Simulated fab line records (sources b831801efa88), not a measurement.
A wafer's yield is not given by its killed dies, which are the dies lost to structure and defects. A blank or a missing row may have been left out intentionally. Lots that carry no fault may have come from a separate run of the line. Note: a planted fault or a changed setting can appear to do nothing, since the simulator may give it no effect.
Check of tool commonality || flow sky130 || Sample size 13 lots and 45 wafers

== REASON FOR OPENING ==
On 2 of the 13 lots, a flag is raised at SKY_FIELD_ISO_CD_MEAS_13 on the reading cd-nm. Wafers without a fault read 149.4 nm, standard deviation 1.6.
Rule: a lot is flagged when every wafer of it that has a number lies more than 4 standard deviations from that mean, or none has a number. The rest of the lots are taken to be sound.

{"lot": "L410", "measured": "day 2 03:43", "on": "cd-sem-01", "cd-nm (nm), wafer by wafer": "149.7 148.6 149.1", "flag": ""}
{"lot": "L412", "measured": "day 2 15:41", "on": "cd-sem-01", "cd-nm (nm), wafer by wafer": "149.5 150.2 149.6", "flag": ""}
{"lot": "L413", "measured": "day 2 20:19", "on": "cd-sem-02", "cd-nm (nm), wafer by wafer": "148.1 147.9 148.0", "flag": ""}
{"lot": "L415", "measured": "day 3 08:37", "on": "cd-sem-01", "cd-nm (nm), wafer by wafer": "148.9 149.5 150.9", "flag": ""}
{"lot": "L416", "measured": "day 3 13:01", "on": "cd-sem-02", "cd-nm (nm), wafer by wafer": "147.7 148.6 148.5", "flag": ""}
{"lot": "L417", "measured": "day 3 17:43", "on": "cd-sem-02", "cd-nm (nm), wafer by wafer": "149.4 150.3 149.4", "flag": ""}
{"lot": "L418", "measured": "day 4 00:57", "on": "cd-sem-02", "cd-nm (nm), wafer by wafer": "96.9 112.2 94.4 96.7 112.4 94.5", "flag": "FLAGGED"}
{"lot": "L420", "measured": "day 4 08:05", "on": "cd-sem-01", "cd-nm (nm), wafer by wafer": "104.7 135.6 100.6 104.4 135.8 100.8", "flag": "FLAGGED"}
{"lot": "L426", "measured": "day 5 16:48", "on": "cd-sem-02", "cd-nm (nm), wafer by wafer": "145.6 146.3 147.1", "flag": ""}
{"lot": "L430", "measured": "day 6 12:32", "on": "cd-sem-01", "cd-nm (nm), wafer by wafer": "150.0 150.5 150.2", "flag": ""}
{"lot": "L431", "measured": "day 6 19:40", "on": "cd-sem-01", "cd-nm (nm), wafer by wafer": "148.7 150.0 148.2", "flag": ""}
{"lot": "L432", "measured": "day 7 00:20", "on": "cd-sem-01", "cd-nm (nm), wafer by wafer": "147.2 148.7 147.4", "flag": ""}
{"lot": "L433", "measured": "day 7 04:14", "on": "cd-sem-01", "cd-nm (nm), wafer by wafer": "151.6 151.4 152.7", "flag": ""}
On average the flagged lots' numbers are 107.4 nm, which is -42.0 nm against the usual, or -26 standard deviations.

== EACH LOT AND THE TOOL IT RAN ON ==
The record holds 1 process step before the reading, out of a route of 708 steps. Every cell lists first the tool, next ch and the chambers used by the sampled wafers, and last the start.
{"lot": "L410", "flag": "", "SKY_FIELD_ISO_EXPOSE_10": "krf-scanner-01 ch 0, day 1 20:20"}
{"lot": "L412", "flag": "", "SKY_FIELD_ISO_EXPOSE_10": "krf-scanner-01 ch 0, day 2 09:08"}
{"lot": "L413", "flag": "", "SKY_FIELD_ISO_EXPOSE_10": "krf-scanner-02 ch 0, day 2 13:02"}
{"lot": "L415", "flag": "", "SKY_FIELD_ISO_EXPOSE_10": "krf-scanner-01 ch 0, day 3 01:20"}
{"lot": "L416", "flag": "", "SKY_FIELD_ISO_EXPOSE_10": "krf-scanner-01 ch 0, day 3 04:55"}
{"lot": "L417", "flag": "", "SKY_FIELD_ISO_EXPOSE_10": "krf-scanner-02 ch 0, day 3 09:33"}
{"lot": "L418", "flag": "FLAGGED", "SKY_FIELD_ISO_EXPOSE_10": "krf-scanner-01 ch 0, day 3 16:58"}
{"lot": "L420", "flag": "FLAGGED", "SKY_FIELD_ISO_EXPOSE_10": "krf-scanner-01 ch 0, day 3 23:21"}
{"lot": "L426", "flag": "", "SKY_FIELD_ISO_EXPOSE_10": "krf-scanner-02 ch 0, day 5 07:38"}
{"lot": "L430", "flag": "", "SKY_FIELD_ISO_EXPOSE_10": "krf-scanner-02 ch 0, day 6 03:01"}
{"lot": "L431", "flag": "", "SKY_FIELD_ISO_EXPOSE_10": "krf-scanner-01 ch 0, day 6 10:18"}
{"lot": "L432", "flag": "", "SKY_FIELD_ISO_EXPOSE_10": "krf-scanner-02 ch 0, day 6 14:46"}
{"lot": "L433", "flag": "", "SKY_FIELD_ISO_EXPOSE_10": "krf-scanner-02 ch 0, day 6 18:41"}
These steps, and what they do:
- SKY_FIELD_ISO_EXPOSE_10: exposes mask FOM, target cd 150 nm.
- SKY_FIELD_ISO_CD_MEAS_13: target cd 150 nm.

== FLAGGED AGAINST TOTAL, ONE TOOL AT A TIME (gauges that did the reading follow at the end) ==
{"step": "SKY_FIELD_ISO_EXPOSE_10", "tool": "krf-scanner-01", "lots run": 7, "flagged": 2, "share of the flagged lots": "all", "sound lots run after its first flagged lot": "1 (L431)"}
{"step": "SKY_FIELD_ISO_EXPOSE_10", "tool": "krf-scanner-02", "lots run": 6, "flagged": 0, "share of the flagged lots": "none", "sound lots run after its first flagged lot": "-"}
{"step": "SKY_FIELD_ISO_CD_MEAS_13", "tool": "cd-sem-01", "lots run": 8, "flagged": 1, "share of the flagged lots": "some", "sound lots run after its first flagged lot": "4 (L430,L431,L432,L433)"}
{"step": "SKY_FIELD_ISO_CD_MEAS_13", "tool": "cd-sem-02", "lots run": 5, "flagged": 1, "share of the flagged lots": "some", "sound lots run after its first flagged lot": "1 (L426)"}

== WHAT THE TABLE PERMITS ==
1 row of the table ran every flagged lot: krf-scanner-01 at SKY_FIELD_ISO_EXPOSE_10.
- krf-scanner-01 at SKY_FIELD_ISO_EXPOSE_10 ran 7 lots, 2 of them flagged. Sound lots ran on it after the first flagged one (L431), which a lasting fault on the whole tool wouldn't allow.
Not one row of the table ran every flagged lot while running no sound lot after the first.

== WHAT HAD BEEN PUT IN BY THE SIMULATOR ==
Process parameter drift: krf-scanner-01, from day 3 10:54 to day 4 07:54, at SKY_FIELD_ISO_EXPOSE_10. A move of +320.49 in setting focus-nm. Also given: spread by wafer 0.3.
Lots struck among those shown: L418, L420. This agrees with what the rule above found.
